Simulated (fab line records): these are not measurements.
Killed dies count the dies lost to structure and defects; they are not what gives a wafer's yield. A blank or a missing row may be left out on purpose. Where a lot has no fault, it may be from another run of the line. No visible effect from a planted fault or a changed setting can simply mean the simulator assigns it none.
What tool caused it? | flow sky130 | 6 lots (18 wafers sampled), 1 step of a 708-step route

== WHAT THE GAUGES SHOWED, per wafer ==
SKY_METAL4_OVL_MEAS_14.
lot  | measured     | on         | METAL4_OVL (nm)
L449 | day 42 12:50 | overlay-01 | 2 -4 0
L456 | day 44 07:16 | overlay-01 | -14 -8 -2
L458 | day 44 18:38 | overlay-02 | -5 -5 -8
L465 | day 46 14:53 | overlay-01 | -2 -7 -4
L468 | day 47 08:44 | overlay-01 | -7 1 2
L471 | day 47 22:58 | overlay-01 | 5 2 6

== TOOL THAT RAN EACH LOT (tool first, then ch and the chambers of the sampled wafers, then the start) ==
The record shows no process step preceding these readings.

== THE ANSWER, worked out from the rows above alone ==
Rule: what is usual is taken from the lots themselves. The widest of any qualifying gaps counts: lots, ordered by their means at a reading, are off when they make up no more than a third of the lots, leave a main group of 4 or more, and stand apart from it by 3 or more times the standard deviation of that group's means. A main group is skipped when, at the precision printed for the reading in the tables above, its means are all equal. Also off: a lot with no number at a reading for which 4 or more lots have one. All remaining lots with rows at the step are treated as sound.
No lot is off at any reading shown: from this, nothing can be told.

== WHAT THE SIMULATOR HAD PUT IN ==
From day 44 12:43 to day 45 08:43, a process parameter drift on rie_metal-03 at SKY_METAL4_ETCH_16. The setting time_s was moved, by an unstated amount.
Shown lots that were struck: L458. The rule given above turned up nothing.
